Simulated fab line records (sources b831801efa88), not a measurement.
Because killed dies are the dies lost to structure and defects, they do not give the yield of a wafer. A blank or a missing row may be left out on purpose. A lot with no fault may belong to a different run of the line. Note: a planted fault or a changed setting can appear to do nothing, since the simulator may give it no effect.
Chamber matching + flow sky130 + SKY_VIA3_ETCH_14 on rie-diel-03 has 4 sister chambers
The step etches BARC in N2/H2, stops on SiO2, time 45.9 s, target depth 60 nm. 20 wafers are shown with their chamber, then 10 later ones without.

## WAFERS WITH THEIR CHAMBER
| wafer  | chamber | throttle-valve-pct (%) | oes-product-au (a.u.) |
|--------|---------|------------------------|-----------------------|
| L074.1 | 0       | 13.240                 | 0.865                 |
| L074.5 | 0       | 13.229                 | 0.860                 |
| L074.6 | 1       | 13.210                 | 0.861                 |
| L077.3 | 3       | 13.215                 | 0.853                 |
| L077.4 | 2       | 13.231                 | 0.860                 |
| L077.6 | 0       | 13.224                 | 0.854                 |
| L080.3 | 0       | 13.220                 | 0.854                 |
| L080.4 | 2       | 13.224                 | 0.847                 |
| L080.5 | 3       | 13.226                 | 0.858                 |
| L081.1 | 0       | 13.233                 | 0.855                 |
| L081.3 | 3       | 13.230                 | 0.853                 |
| L081.6 | 3       | 13.219                 | 0.849                 |
| L087.2 | 3       | 13.229                 | 0.847                 |
| L087.5 | 1       | 13.226                 | 0.844                 |
| L087.6 | 0       | 13.223                 | 0.852                 |
| L088.2 | 0       | 13.217                 | 0.859                 |
| L088.3 | 2       | 13.229                 | 0.856                 |
| L088.6 | 2       | 13.223                 | 0.858                 |
| L091.1 | 2       | 13.209                 | 0.854                 |
| L091.2 | 3       | 13.217                 | 0.859                 |

SIGNATURES, as means of the wafers listed above
| reading            | chamber 0 | chamber 1 | chamber 2 | chamber 3 | scatter within a chamber |
|--------------------|-----------|-----------|-----------|-----------|--------------------------|
| throttle-valve-pct | 13.22657  | 13.21800  | 13.22320  | 13.22267  | 0.00797                  |
| oes-product-au     | 0.85700   | 0.85250   | 0.85500   | 0.85317   | 0.00548                  |
Rule: a wafer lies at a distance from a chamber equal to the root of the sum of squares, over the readings, of (its reading less the chamber's mean, divided by the reading's scatter). If the next closest chamber is less than 2 further off than the closest, the wafer can't be placed; otherwise it belongs to the closest. The scatter: take each reading less its chamber's mean, square it, sum over the shown wafers, divide by the number of wafers less the number of chambers, and take the root.

## WAFERS WITH NO CHAMBER GIVEN
| wafer  | throttle-valve-pct (%) | oes-product-au (a.u.) |
|--------|------------------------|-----------------------|
| L091.3 | 13.230                 | 0.857                 |
| L091.4 | 13.210                 | 0.862                 |
| L091.5 | 13.229                 | 0.857                 |
| L091.6 | 13.210                 | 0.854                 |
| L094.1 | 13.237                 | 0.857                 |
| L094.2 | 13.195                 | 0.861                 |
| L094.6 | 13.219                 | 0.852                 |
| L097.1 | 13.219                 | 0.860                 |
| L097.5 | 13.228                 | 0.858                 |
| L097.6 | 13.215                 | 0.855                 |

## WHICH CHAMBER EACH ONE RAN IN
| wafer  | from the rows above               | in truth |
|--------|-----------------------------------|----------|
| L091.3 | can't be placed: 0 or 2 or 3 or 1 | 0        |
| L091.4 | can't be placed: 1 or 2 or 3 or 0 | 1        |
| L091.5 | can't be placed: 0 or 2 or 3 or 1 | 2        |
| L091.6 | can't be placed: 1 or 3 or 2 or 0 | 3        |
| L094.1 | can't be placed: 0 or 2 or 3 or 1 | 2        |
| L094.2 | can't be placed: 1 or 2 or 3 or 0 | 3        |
| L094.6 | can't be placed: 1 or 3 or 2 or 0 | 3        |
| L097.1 | can't be placed: 2 or 0 or 3 or 1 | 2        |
| L097.5 | can't be placed: 0 or 2 or 3 or 1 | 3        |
| L097.6 | can't be placed: 1 or 3 or 2 or 0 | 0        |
Correctly placed: 0 of 10. These rows do not allow placing 10 (true chamber among the candidates in 10). Wrongly placed: 0.
